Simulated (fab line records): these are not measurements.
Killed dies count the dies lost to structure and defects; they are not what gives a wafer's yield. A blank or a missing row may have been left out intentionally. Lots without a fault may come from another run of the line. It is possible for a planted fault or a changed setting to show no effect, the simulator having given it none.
The same fault as seen by 2 desks | flow sfq line | each desk has only its own numbers; what lay behind them comes last

TOOL OWNER'S DESK, krf scanner-01
The tool's own readings at SFQ_TRILAYER_I1_VIA_LITHO_EXPOSE_050 (exposes mask I1, target cd 500 nm): means of the sampled wafers that have a number, for each lot that ran on this tool. A lot is out of limits, marked OUT, if its mean lies more than 4 standard deviations from the usual mean; the brackets give that distance.
Columns: A = exposure dose mJ cm2 at SFQ_TRILAYER_I1_VIA_LITHO_EXPOSE_050, usual 21.301
lot  | first seen here | A
L963 | day 25 08:27    | 21.312
L964 | day 25 09:15    | 21.317
L967 | day 26 22:10    | 21.318
L979 | day 36 18:29    | 21.283
L980 | day 36 21:05    | 21.300
L981 | day 37 03:05    | 21.317
L982 | day 37 10:29    | 21.313
This desk's finding: nothing out of limits on any of the 7 lots.

AT THE METROLOGY DESK
Means of the sampled wafers that have a number, per lot and without regard to the tool the lot ran on: this is what the gauges read. A lot is out of limits, marked OUT, if its mean lies more than 4 standard deviations from the usual mean; the brackets give that distance.
Columns: A = INCOMING_BOW at SFQ_INCOMING_BOW_MEAS_900, usual 0 um; B = I1_OVL at SFQ_I1_OVL_MEAS_913, usual 2 nm; C = I4_OVL at SFQ_I4_OVL_MEAS_928, usual 0 nm
lot  | first seen here | A  | B            | C
L961 | day 1 10:04     | 0  | 13           | -3
L963 | day 1 20:02     | -3 | -2           | 6
L964 | day 2 01:00     | 1  | 0            | -11
L967 | day 2 16:00     | 6  | -5           | -3
L969 | day 3 02:01     | 2  | 1            | 4
L971 | day 3 12:00     | 4  | 12           | 2
L972 | day 3 17:00     | 6  | 0            | 5
L975 | day 4 08:00     | 6  | 9            | -12
L979 | day 5 04:00     | 2  | 4            | 5
L980 | day 5 09:01     | -1 | -1           | -2
L981 | day 5 14:01     | -6 | 80 (+13) OUT | 7
L982 | day 5 19:02     | -3 | 77 (+12) OUT | 9
L983 | day 6 00:02     | -6 | 2            | 1
L984 | day 6 05:01     | 1  | -1           | 0
Finding of this desk: L981, L982 out of limits, first seen on L981 at day 37 04:23 (I1_OVL at SFQ_I1_OVL_MEAS_913). Within limits: L961, L963, L964, L967, L969, L971, L972, L975, L979, L980, L983, L984.

BROUGHT TOGETHER
On L981, L982, the metrology desk was in a position to raise an alarm at day 37 04:23.
The tool owner's desk saw nothing out of limits.
On record at the tool owner's desk: L981, L982, within its limits.
SFQ_TRILAYER_I1_VIA_LITHO_EXPOSE_050 was run on krf scanner-01 by each of the lots named.

WHAT WAS PUT IN BY THE SIMULATOR
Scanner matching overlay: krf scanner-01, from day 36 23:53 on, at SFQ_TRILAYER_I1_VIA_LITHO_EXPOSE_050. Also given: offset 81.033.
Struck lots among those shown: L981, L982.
Time in hours between the start of the fault and the first out-of-limits reading at each desk: metrology desk, 4.
